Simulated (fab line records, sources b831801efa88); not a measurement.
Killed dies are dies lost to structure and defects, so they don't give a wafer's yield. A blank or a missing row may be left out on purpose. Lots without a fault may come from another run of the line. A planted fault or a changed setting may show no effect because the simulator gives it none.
fab line records | flow sky130
record lots=6 wafers=18 last_day=50
route steps=708 shown LDD_N@241 LDD_P@255 LDD_HVN@267 LDD_HVP@278 PAD_OPEN@708
lots that met no fault: from a run of the same line without faults
start_h: hours from the record's first day to the start of the lot's first wafer shown | wait_h: hours since the lot's step before | " the same as in the row above | L1.1+2: a row that stands for several wafers | - no value, or no start given | * or withheld: withheld | < > ~ a bound
route shown NAME@n: a module of which the file shows steps, and the number in the route of the first | usual: mean/standard deviation of fault-free wafers | same: alike in all rows | chamber/n: place in a boat | sites: the reading at each site | _std_site: their standard deviation | _edge_site: outer sites' mean less inner sites' | radius_mm: how far each site lies from the wafer's centre | mask NAME#n: copy n | behind: the tool/chamber that last shaped the wafer | hold: why the lot was held/for how many hours/how that ended | device: the transistor (n, p or np) that didn't switch | end of line: the same wafers' tests at the end of the route | a step without rows: its recipe alone | killed: dies lost to structure and defects at the first sort, not the wafer's yield | map: a wafer's dies, x killed, . not, _ none there
set.NAME: the setting as run; set.NAME@STEP: as run at that earlier step | model.NAME: the simulator's own value behind a step, which no gauge read
lots at some steps of the route; a table a step, a row a wafer
services: from which hour (start_h, from the record's first day; less than 0 if before it) a tool's chamber was out of use, for how many hours, and why
## steps
# step SKY_LDD_N_EXPOSE_04
# recipe mask_id=NTM target_cd_nm=840 na=0.6 source_shape=conventional sigma_outer=0.6 dose_mj=110
# step SKY_LDD_N_PEB_05
# recipe temp_c=withheld time_s=* resist=NOVOLAK
# step SKY_LDD_N_DEVELOP_06
# recipe develop_time_s=60 dev_temp_c=23
# step SKY_LDD_N_OVL_MEAS_07
# usual LDD_N_OVL=-0.5/1.3
# columns lot.wafer tool chamber start_h wait_h LDD_N_OVL[nm]
L493.1 overlay-02 - 445.77 0.1 -0.4
L493.5 " - " " -1.7
L493.6 " - " " 0.7
L495.2 overlay-02 - 464.32 0.1 -0.3
L495.5 " - " " -1.6
L495.6 " - " " -0.7
L498.2 overlay-02 - 493.47 0.1 -0.8
L498.5 " - " " 0.4
L498.6 " - " " 0.7
L502.1 overlay-02 - 527.57 0.1 0.2
L502.2 " - " " -1.1
L502.4 " - " " -2.6
L507.1 overlay-02 - 570.12 0.1 -2.5
L507.4 " - " " -0.4
L507.6 " - " " -2.0
L508.3 overlay-01 - 579.28 0.1 -1.7
L508.4 " - " " 1.2
L508.6 " - " " 0.6
# step SKY_LDD_N_IMPLANT_08
# recipe species=As energy_kev=20 dose_cm2=7.5e+13 tilt_deg=withheld rotation_deg=23
# step SKY_LDD_N_IMPLANT_09
# recipe species=As energy_kev=20 dose_cm2=7.5e+13 tilt_deg=withheld rotation_deg=113
# step SKY_LDD_N_IMPLANT_10
# recipe species=As energy_kev=20 dose_cm2=7.5e+13 tilt_deg=withheld rotation_deg=203
# step SKY_LDD_N_IMPLANT_11
# recipe species=As energy_kev=20 dose_cm2=7.5e+13 tilt_deg=withheld rotation_deg=293
# step SKY_LDD_N_IMPLANT_12
# recipe species=BF2 energy_kev=50 dose_cm2=5e+12 tilt_deg=30 rotation_deg=0
# step SKY_LDD_N_IMPLANT_13
# recipe species=BF2 energy_kev=50 dose_cm2=5e+12 tilt_deg=30 rotation_deg=90
# step SKY_LDD_N_IMPLANT_14
# recipe species=BF2 energy_kev=50 dose_cm2=5e+12 tilt_deg=30 rotation_deg=180
# step SKY_LDD_N_IMPLANT_15
# recipe species=BF2 energy_kev=50 dose_cm2=5e+12 tilt_deg=30 rotation_deg=270
# step SKY_LDD_N_STRIP_16
# recipe chemistry=O2/N2 power_w=1400 pressure_mtorr=1500 platen_temp_c=withheld o2_flow_sccm=3000 n2_flow_sccm=300 overash_fraction=0.5
# usual drypump_motor_current_A=5.7/0.64 oes_product_au=0.407/0.0044 strip_time_to_endpoint_s=4.322/0.017
# columns lot.wafer tool chamber start_h wait_h drypump_motor_current_A oes_product_au rf_hours_counter_h strip_time_to_endpoint_s
L493.1 plasma_asher-02 0 447.01 0.1 6.4 0.409 74 4.335
L493.5 " 0 " " 6.4 0.411 - 4.307
L493.6 " 1 " " 5.5 0.404 - 4.335
L495.2 plasma_asher-01 0 465.55 0.1 4.9 0.407 33 4.330
L495.5 " 0 " " 4.9 0.415 - 4.325
L495.6 " 1 " " 5.6 0.404 - 4.342
L498.2 plasma_asher-01 0 494.70 0.1 4.9 0.415 36 4.360
L498.5 " 0 " " 4.9 0.404 - 4.329
L498.6 " 1 " " 5.6 0.411 - 4.335
L502.1 plasma_asher-01 1 528.80 0.1 5.6 0.407 40 4.312
L502.2 " 0 " " 4.9 0.402 40 4.322
L502.4 " 0 " " 4.9 0.409 - 4.342
L507.1 plasma_asher-03 0 571.35 0.1 6.5 0.408 77 4.293
L507.4 " 1 " " 4.9 0.409 - 4.313
L507.6 " 1 " " 4.9 0.410 - 4.306
L508.3 plasma_asher-02 1 580.53 0.1 5.5 0.413 - 4.313
L508.4 " 0 " " 6.4 0.411 - 4.320
L508.6 " 1 " " 5.5 0.410 - 4.341
# step SKY_LDD_N_TW_MEAS_17
# usual LDD_N_TW=2594/15
# columns lot.wafer tool chamber start_h wait_h LDD_N_TW
L493.1 film_metro-02 - 447.11 0.1 2563
L493.5 " - " " 2568
L493.6 " - " " 2565
L495.2 film_metro-01 - 465.66 0.1 2616
L495.5 " - " " 2615
L495.6 " - " " 2607
L498.2 film_metro-01 - 494.81 0.1 2595
L498.5 " - " " 2589
L498.6 " - " " 2588
L502.1 film_metro-04 - 528.90 0.1 2600
L502.2 " - " " 2603
L502.4 " - " " 2589
L507.1 film_metro-02 - 571.45 0.1 2571
L507.4 " - " " 2577
L507.6 " - " " 2584
L508.3 film_metro-01 - 580.62 0.1 2595
L508.4 " - " " 2587
L508.6 " - " " 2596
# step SKY_LDD_P_DEHYDRATE_00
# recipe temp_c=200 time_s=60
# step SKY_LDD_P_HMDS_01
# recipe prime_time_s=60 prime_temp_c=120
# step SKY_LDD_P_COAT_02
# recipe resist=NOVOLAK spin_rpm=3000 resist_thk_nm=1122
# step SKY_LDD_P_SOFTBAKE_03
# recipe temp_c=90 time_s=60 resist=NOVOLAK
# step SKY_LDD_P_EXPOSE_04
# recipe mask_id=PSDM na=0.6 source_shape=conventional sigma_outer=0.6 polarization=unpolarized target_cd_nm=380 dose_mj=138
# step SKY_LDD_P_PEB_05
# recipe temp_c=withheld time_s=* resist=NOVOLAK
# step SKY_LDD_P_DEVELOP_06
# recipe resist=NOVOLAK developer=TMAH develop_time_s=60 dev_temp_c=23
# step SKY_LDD_P_CD_MEAS_07
# recipe target_cd_nm=380
# usual cd_nm=379.8/2.5
# columns lot.wafer tool chamber start_h wait_h cd_nm
L493.1 cd_sem-02 - 477.83 0.1 375.7
L493.5 " - " " 376.9
L493.6 " - " " 375.4
L495.2 cd_sem-02 - 496.32 0.1 376.5
L495.5 " - " " 377.3
L495.6 " - " " 378.5
L498.2 cd_sem-02 - 525.25 0.1 378.0
L498.5 " - " " 381.8
L498.6 " - " " 380.7
L502.1 cd_sem-01 - 558.67 0.1 380.5
L502.2 " - " " 379.3
L502.4 " - " " 379.9
L507.1 cd_sem-02 - 600.79 0.2 378.6
L507.4 " - " " 377.9
L507.6 " - " " 377.2
L508.3 cd_sem-02 - 609.72 0.1 382.1
L508.4 " - " " 384.4
L508.6 " - " " 380.0
# step SKY_LDD_P_OVL_MEAS_08
# usual LDD_P_OVL=0.1/1.5
# columns lot.wafer tool chamber start_h wait_h LDD_P_OVL[nm]
L493.1 overlay-02 - 477.95 0.1 -2.9
L493.5 " - " " -1.4
L493.6 " - " " -2.7
L495.2 overlay-01 - 496.42 0.1 0.8
L495.5 " - " " -0.5
L495.6 " - " " -1.0
L498.2 overlay-01 - 525.35 0.1 -0.3
L498.5 " - " " -0.3
L498.6 " - " " 0.2
L502.1 overlay-02 - 558.79 0.1 -0.4
L502.2 " - " " 1.1
L502.4 " - " " 0.8
L507.1 overlay-01 - 600.91 0.1 -0.5
L507.4 " - " " -0.6
L507.6 " - " " -0.9
L508.3 overlay-01 - 609.82 0.1 2.3
L508.4 " - " " 0.1
L508.6 " - " " 1.7
# step SKY_LDD_P_IMPLANT_09
# recipe species=BF2 energy_kev=25 dose_cm2=1e+13 tilt_deg=withheld
# step SKY_LDD_P_STRIP_10
# recipe chemistry=O2/N2 power_w=1400 pressure_mtorr=1500 platen_temp_c=withheld o2_flow_sccm=3000 n2_flow_sccm=300 overash_fraction=0.5
# usual drypump_motor_current_A=5.6/0.63 oes_product_au=0.716/0.0045 strip_time_to_endpoint_s=13.98/0.038
# columns lot.wafer tool chamber start_h wait_h drypump_motor_current_A oes_product_au rf_hours_counter_h strip_time_to_endpoint_s
L493.1 plasma_asher-03 0 478.14 0.1 6.5 0.721 67 13.94
L493.5 " 0 " " 6.5 0.720 - 13.95
L493.6 " 1 " " 4.9 0.715 - 13.94
L495.2 plasma_asher-02 0 496.60 0.1 6.5 0.715 78 14.02
L495.5 " 1 " " 5.5 0.718 - 13.97
L495.6 " 0 " " 6.5 0.716 - 13.96
L498.2 plasma_asher-03 0 525.53 0.1 6.5 0.713 72 13.98
L498.5 " 1 " " 5.0 0.719 - 14.02
L498.6 " 0 " " 6.5 0.720 - 14.02
L502.1 plasma_asher-04 0 558.98 0.1 5.0 0.723 12 13.94
L502.2 " 1 " " 5.4 0.712 12 13.91
L502.4 " 1 " " 5.5 0.716 - 13.94
L507.1 plasma_asher-02 0 601.10 0.1 6.4 0.720 89 13.94
L507.4 " 0 " " 6.4 0.719 - 13.99
L507.6 " 0 " " 6.4 0.709 - 13.97
L508.3 plasma_asher-02 1 610.02 0.1 5.5 0.717 - 13.99
L508.4 " 0 " " 6.4 0.712 - 13.96
L508.6 " 1 " " 5.5 0.719 - 13.93
# step SKY_LDD_P_TW_MEAS_11
# usual LDD_P_TW=635.0/2.9
# columns lot.wafer tool chamber start_h wait_h LDD_P_TW
L493.1 film_metro-02 - 478.24 0.1 628.2
L493.5 " - " " 627.9
L493.6 " - " " 629.2
L495.2 film_metro-03 - 496.71 0.1 628.0
L495.5 " - " " 633.0
L495.6 " - " " 632.4
L498.2 film_metro-03 - 525.64 0.1 638.4
L498.5 " - " " 635.4
L498.6 " - " " 634.2
L502.1 film_metro-01 - 559.08 0.1 638.3
L502.2 " - " " 632.6
L502.4 " - " " 639.8
L507.1 film_metro-01 - 601.20 0.1 632.6
L507.4 " - " " 636.2
L507.6 " - " " 633.8
L508.3 film_metro-02 - 610.11 0.1 629.9
L508.4 " - " " 631.8
L508.6 " - " " 633.7
# step SKY_LDD_HVN_DEHYDRATE_00
# recipe temp_c=200 time_s=60
# step SKY_LDD_HVN_HMDS_01
# recipe prime_time_s=60 prime_temp_c=120
# step SKY_LDD_HVN_COAT_02
# recipe resist=NOVOLAK spin_rpm=3000 resist_thk_nm=300
# step SKY_LDD_HVN_SOFTBAKE_03
# recipe temp_c=90 time_s=60 resist=NOVOLAK
# step SKY_LDD_HVN_EXPOSE_04
# recipe mask_id=HVNTM na=0.6 source_shape=conventional sigma_outer=0.6 polarization=unpolarized target_cd_nm=700 dose_mj=127
# step SKY_LDD_HVN_PEB_05
# recipe temp_c=withheld time_s=* resist=NOVOLAK
# step SKY_LDD_HVN_DEVELOP_06
# recipe resist=NOVOLAK developer=TMAH develop_time_s=60 dev_temp_c=23
# step SKY_LDD_HVN_OVL_MEAS_07
# usual LDD_HVN_OVL=0.4/1.4
# columns lot.wafer tool chamber start_h wait_h LDD_HVN_OVL[nm]
L493.1 overlay-01 - 509.48 0.1 0.1
L493.5 " - " " -0.6
L493.6 " - " " 1.4
L495.2 overlay-01 - 526.68 0.1 -0.2
L495.5 " - " " 1.1
L495.6 " - " " -1.6
L498.2 overlay-02 - 555.57 0.1 -1.2
L498.5 " - " " 0.8
L498.6 " - " " -3.3
L502.1 overlay-01 - 589.02 0.1 -0.4
L502.2 " - " " 1.2
L502.4 " - " " 0.9
L507.1 overlay-02 - 630.16 0.1 -1.6
L507.4 " - " " -0.8
L507.6 " - " " -1.0
L508.3 overlay-02 - 638.98 0.1 1.4
L508.4 " - " " 0.4
L508.6 " - " " 1.3
# step SKY_LDD_HVN_IMPLANT_08
# recipe species=P energy_kev=60 dose_cm2=3e+13 tilt_deg=40
# step SKY_LDD_HVN_STRIP_09
# recipe chemistry=O2/N2 power_w=1400 pressure_mtorr=1500 platen_temp_c=withheld o2_flow_sccm=3000 n2_flow_sccm=300 overash_fraction=0.5
# usual drypump_motor_current_A=5.4/0.59 oes_product_au=0.408/0.0046 strip_time_to_endpoint_s=4.135/0.015
# columns lot.wafer tool chamber start_h wait_h drypump_motor_current_A oes_product_au rf_hours_counter_h strip_time_to_endpoint_s
L493.1 plasma_asher-03 1 509.66 0.1 4.9 0.401 70 4.139
L493.5 " 0 " " 6.6 0.409 - 4.139
L493.6 " 1 " " 4.9 0.406 - 4.131
L495.2 plasma_asher-04 0 526.86 0.1 5.0 0.400 9 4.142
L495.5 " 1 " " 5.4 0.406 - 4.124
L495.6 " 0 " " 5.0 0.410 - 4.143
L498.2 plasma_asher-03 0 555.75 0.1 6.5 0.405 75 4.157
L498.5 " 1 " " 4.9 0.411 - 4.147
L498.6 " 0 " " 6.5 0.413 - 4.138
L502.1 plasma_asher-03 0 589.20 0.1 6.5 0.414 79 4.173
L502.2 " 1 " " 4.9 0.414 79 4.165
L502.4 " 0 " " 6.5 0.411 - 4.163
L507.1 plasma_asher-03 1 630.35 0.1 4.9 0.415 83 4.121
L507.4 " 0 " " 6.5 0.407 - 4.145
L507.6 " 0 " " 6.5 0.412 - 4.132
L508.3 plasma_asher-01 1 639.18 0.1 5.5 0.409 - 4.125
L508.4 " 0 " " 4.9 0.404 - 4.121
L508.6 " 1 " " 5.6 0.416 - 4.139
# step SKY_LDD_HVN_TW_MEAS_10
# usual LDD_HVN_TW=1439/8.4
# columns lot.wafer tool chamber start_h wait_h LDD_HVN_TW
L493.1 film_metro-02 - 509.76 0.1 1436
L493.5 " - " " 1431
L493.6 " - " " 1437
L495.2 film_metro-03 - 526.97 0.1 1428
L495.5 " - " " 1440
L495.6 " - " " 1438
L498.2 film_metro-03 - 555.86 0.1 1431
L498.5 " - " " 1430
L498.6 " - " " 1431
L502.1 film_metro-02 - 589.30 0.1 1437
L502.2 " - " " 1444
L502.4 " - " " 1435
L507.1 film_metro-02 - 630.45 0.1 1443
L507.4 " - " " 1433
L507.6 " - " " 1437
L508.3 film_metro-04 - 639.27 0.1 1451
L508.4 " - " " 1441
L508.6 " - " " 1452
# step SKY_LDD_HVP_DEHYDRATE_00
# recipe temp_c=200 time_s=60
# step SKY_LDD_HVP_HMDS_01
# recipe prime_time_s=60 prime_temp_c=120
# step SKY_LDD_HVP_COAT_02
# recipe resist=NOVOLAK spin_rpm=3000 resist_thk_nm=300
# step SKY_LDD_HVP_SOFTBAKE_03
# recipe temp_c=90 time_s=60 resist=NOVOLAK
# step SKY_LDD_HVP_EXPOSE_04
# recipe mask_id=HVPTM na=0.6 source_shape=conventional sigma_outer=0.6 polarization=unpolarized target_cd_nm=700 dose_mj=86
# step SKY_PAD_OPEN_PROBE_99
# usual killed_at_M0_to_M3=42/7.2 killed_at_M4_up=3.4/2.1 killed_at_contacts=24/5.4 killed_at_front_end=15/4 killed_at_other=0.3/0.53 killed_dies=85/8.8 killed_open=47/6.7 killed_short=38/6.5
# same gross_dies=492 killed_at_back_side=0
# columns lot.wafer tool chamber start_h wait_h hold killed_at_M0_to_M3 killed_at_M4_up killed_at_contacts killed_at_front_end killed_at_other killed_dies killed_open killed_short
L493.1 prober-01 - 1108.38 0.1 - 40 2 25 17 0 84 49 35
L493.5 prober-01 - 1108.58 0.2 - 37 2 24 15 1 79 43 35
L493.6 prober-01 - 1108.63 0.2 - 46 1 34 14 1 96 48 48
L495.2 prober-01 - 1120.86 0.1 - 45 5 24 19 0 93 49 44
L495.5 prober-01 - 1121.01 0.2 - 37 5 21 15 0 78 51 27
L495.6 prober-01 - 1121.06 0.2 - 34 3 29 13 0 79 47 32
L498.2 prober-02 - 1138.25 0.1 await_dispo/2.5h/release 55 3 18 11 0 87 45 42
L498.5 prober-02 - 1138.40 0.2 await_dispo/2.5h/release 38 5 19 14 0 76 34 42
L498.6 prober-02 - 1138.45 0.2 await_dispo/2.5h/release 40 4 36 56 1 137 45 48
L502.1 prober-02 - 1161.16 0.1 await_dispo/2.8h/release 39 2 26 50 0 117 50 28
L502.2 prober-02 - 1161.21 0.1 await_dispo/2.8h/release 36 0 21 12 1 70 31 38
L502.4 prober-02 - 1161.31 0.2 await_dispo/2.8h/release 36 7 23 17 0 83 42 39
L507.1 prober-02 - 1181.75 0.1 - 40 1 28 19 0 88 53 35
L507.4 prober-02 - 1181.90 0.2 - 33 3 21 11 0 68 46 21
L507.6 prober-02 - 1182.00 0.2 - 45 4 25 17 0 91 46 45
L508.3 prober-01 - 1187.95 0.2 - 50 2 22 17 0 91 48 43
L508.4 prober-01 - 1188.00 0.2 - 56 3 17 12 0 88 43 45
L508.6 prober-01 - 1188.10 0.2 - 31 3 19 23 0 76 47 29
# killed by level:class
L493.1 CONTACT:geometric_particle:open=11 VIA1:geometric_particle:open=10 METAL2:geometric_particle:short=7 LI_CONTACT:geometric_particle:open=6 FIELD_ISO:geometric_particle:open=5 VIA2:geometric_particle:short=5 LOCAL_INTERCONNECT:geometric_particle:short=4 FIELD_ISO:geometric_particle:short=3
L493.5 VIA1:geometric_particle:open=13 CONTACT:geometric_particle:open=8 LI_CONTACT:geometric_particle:open=5 LOCAL_INTERCONNECT:geometric_particle:short=5 METAL2:geometric_particle:short=4 VIA3:geometric_particle:open=4 FIELD_ISO:geometric_particle:open=3 FIELD_ISO:geometric_particle:short=3
L493.6 LI_CONTACT:geometric_particle:open=17 METAL2:geometric_particle:short=11 VIA1:geometric_particle:open=10 CONTACT:geometric_particle:short=7 METAL1:geometric_particle:short=7 VIA2:geometric_particle:open=5 FIELD_ISO:geometric_particle:short=4 LI_CONTACT:geometric_particle:short=4
L495.2 VIA1:geometric_particle:open=11 CONTACT:geometric_particle:open=9 CONTACT:geometric_particle:short=7 LI_CONTACT:geometric_particle:open=6 VIA3:geometric_particle:open=6 VIA1:geometric_particle:short=5 METAL1:geometric_particle:short=5 FIELD_ISO:geometric_particle:short=4
L495.5 VIA2:geometric_particle:open=12 VIA1:geometric_particle:open=8 CONTACT:geometric_particle:open=8 LI_CONTACT:geometric_particle:open=5 FIELD_ISO:geometric_particle:open=4 VIA2:geometric_particle:short=4 METAL2:geometric_particle:short=4 VIA3:geometric_particle:open=4
L495.6 CONTACT:geometric_particle:open=12 VIA2:geometric_particle:open=10 VIA1:geometric_particle:open=7 LI_CONTACT:geometric_particle:open=6 POLY_GATE:geometric_particle:open=5 CONTACT:geometric_particle:short=5 METAL2:geometric_particle:short=4 FIELD_ISO:geometric_particle:open=3
L498.2 VIA1:geometric_particle:open=16 VIA1:geometric_particle:short=8 CONTACT:geometric_particle:open=7 FIELD_ISO:geometric_particle:short=6 METAL1:geometric_particle:short=6 METAL2:geometric_particle:short=5 VIA3:geometric_particle:open=5 LI_CONTACT:geometric_particle:open=4
L498.5 METAL1:geometric_particle:short=9 VIA1:geometric_particle:open=9 CONTACT:geometric_particle:open=7 VIA1:geometric_particle:short=6 POLY_GATE:geometric_particle:open=5 VIA3:geometric_particle:open=5 FIELD_ISO:geometric_particle:short=4 POLY_GATE:geometric_particle:short=4
L498.6 LDD_N:unspecified=44 CONTACT:geometric_particle:open=13 VIA1:geometric_particle:open=9 VIA3:geometric_particle:open=7 CONTACT:geometric_particle:short=6 LI_CONTACT:geometric_particle:open=6 VIA1:geometric_particle:short=6 POLY_GATE:geometric_particle:short=5
L502.1 LDD_N:unspecified=37 VIA1:geometric_particle:open=14 CONTACT:geometric_particle:open=11 LI_CONTACT:geometric_particle:open=8 VIA1:geometric_particle:short=5 METAL1:geometric_particle:short=5 SPACER:geometric_particle:short=4 FIELD_ISO:geometric_particle:open=3
L502.2 CONTACT:geometric_particle:open=8 CONTACT:geometric_particle:short=6 METAL1:geometric_particle:short=5 VIA1:geometric_particle:open=5 VIA2:geometric_particle:open=5 VIA2:geometric_particle:short=4 LI_CONTACT:geometric_particle:open=4 VIA1:geometric_particle:short=4
L502.4 VIA1:geometric_particle:open=10 VIA3:geometric_particle:open=8 CONTACT:geometric_particle:open=6 METAL4:geometric_particle:short=6 FIELD_ISO:geometric_particle:short=5 CONTACT:geometric_particle:short=5 METAL1:geometric_particle:short=4 LI_CONTACT:geometric_particle:open=4
L507.1 VIA1:geometric_particle:open=12 CONTACT:geometric_particle:open=10 FIELD_ISO:geometric_particle:open=8 LI_CONTACT:geometric_particle:open=6 METAL2:geometric_particle:short=5 VIA1:geometric_particle:short=5 VIA2:geometric_particle:open=5 LI_CONTACT:geometric_particle:short=4
L507.4 VIA1:geometric_particle:open=14 POLY_GATE:geometric_particle:open=7 VIA3:geometric_particle:open=7 CONTACT:geometric_particle:short=6 LI_CONTACT:geometric_particle:open=5 CONTACT:geometric_particle:open=5 LOCAL_INTERCONNECT:geometric_particle:short=3 METAL2:geometric_particle:short=3
L507.6 LI_CONTACT:geometric_particle:open=9 VIA2:geometric_particle:open=9 VIA1:geometric_particle:open=8 VIA1:geometric_particle:short=7 FIELD_ISO:geometric_particle:short=5 LOCAL_INTERCONNECT:geometric_particle:short=4 CONTACT:geometric_particle:open=4 CONTACT:geometric_particle:short=4
L508.3 VIA1:geometric_particle:open=11 METAL2:geometric_particle:short=9 LI_CONTACT:geometric_particle:open=8 VIA2:geometric_particle:open=7 CONTACT:geometric_particle:short=6 VIA3:geometric_particle:open=6 FIELD_ISO:geometric_particle:open=5 FIELD_ISO:geometric_particle:short=4
L508.4 VIA1:geometric_particle:open=12 METAL2:geometric_particle:short=8 CONTACT:geometric_particle:open=7 VIA3:geometric_particle:open=6 METAL3:geometric_particle:short=5 METAL1:geometric_particle:short=5 VIA3:geometric_particle:short=5 VIA2:geometric_particle:short=4
L508.6 VIA1:geometric_particle:open=10 CONTACT:geometric_particle:open=6 FIELD_ISO:geometric_particle:open=5 LI_CONTACT:geometric_particle:open=5 VIA3:geometric_particle:open=4 POLY_GATE:geometric_particle:open=4 SPACER:geometric_particle:open=4 LOCAL_INTERCONNECT:geometric_particle:short=4
# map L498.6 (x killed, . not)
__________..x...x.x._________
________.x..x..x......_______
______xx...x............_____
_____x............x...x..____
____...x.x.......x.xx...xx___
___....x.xx......x......x..__
__.....x.........xx...xxx.x._
_.x...xx......x..x.xxxxxxx..x
_....x.x...x.....xxxxxxxxx...
_.x............x..xxxxxxx....
_.....xx.......xxx.xxxxxxx..x
_....xxxx.....x.x..xxxxxxxx..
_....xxx..x......x.xxxxx.....
_......x...xx.x....x.........
_x.x....x.........xx....x...x
__.x..x.xx.......x.....x...._
___.............x...xx.....__
____.....xx.x...........x.___
_____....x..........x...x____
______......xx..x..x...._____
________..........x..._______
__________..xx......_________
# map L502.1 (x killed, . not)
__________...x....x._________
________.x.....x......_______
______.....x........xx.._____
_____....x..x.x....xx....____
____......x.........x..x..___
___..................x...xx__
__......xx.....x..x.xxx.xx.x_
_...x.......x....xxxxxxxx....
_...............x.xxxxxxxxx..
_.................xxxxxxxx..x
_.x...x.x.x..x...xxxxxxxxx...
_.......x..........x.xxxx....
_.......xxx...x......x..x....
_..x........x.x.........x..x.
_......x.x..x.x........x....x
__...........x.x......x.x.x._
___........x......xx.x.....__
____...xx...x..x.....x....___
_____..............x.x.xx____
______................x._____
________..x......x..xx_______
__________.........._________
## services
# columns tool chamber start_h hours kind
plasma_asher-04 0 430.25 - clean
plasma_asher-04 1 430.25 - clean
plasma_asher-01 - 456.35 8.5 repair
plasma_asher-03 - 463.66 2.7 repair
plasma_asher-04 - 470.73 14.6 pm
plasma_asher-02 - 472.21 9.0 repair
plasma_asher-03 - 489.27 2.8 pm
plasma_asher-01 - 517.19 3.9 repair
plasma_asher-01 - 561.18 22.9 pm
plasma_asher-04 - 611.55 4.1 repair
## key
first_sign step=SKY_PAD_OPEN_PROBE_99 reading=killed_at_front_end direction=up sigmas=9.5 usual=15 struck=53
effect step=SKY_PAD_OPEN_PROBE_99 reading=killed_dies direction=up sigmas=4.8 usual=85 struck=127
met_at SKY_LDD_N_STRIP_16
struck_wafers L498.6,L502.1
tester_left_out L498,L502
onset_between 465.55 494.70
fault kind=chamber_particle_source tool=plasma_asher-01 chamber=1 onset_h=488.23 steps=SKY_LDD_N_STRIP_16 rate_per_visit_cm2=0.41959 end_h=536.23
# tester_left_out: of these lots the tester's yield and bins aren't shown, on N5 and GAA mostly nor the transistor test; their killed dies are dies lost to structure and defects alone, not to doping, threshold or leakage, so they don't give the yield
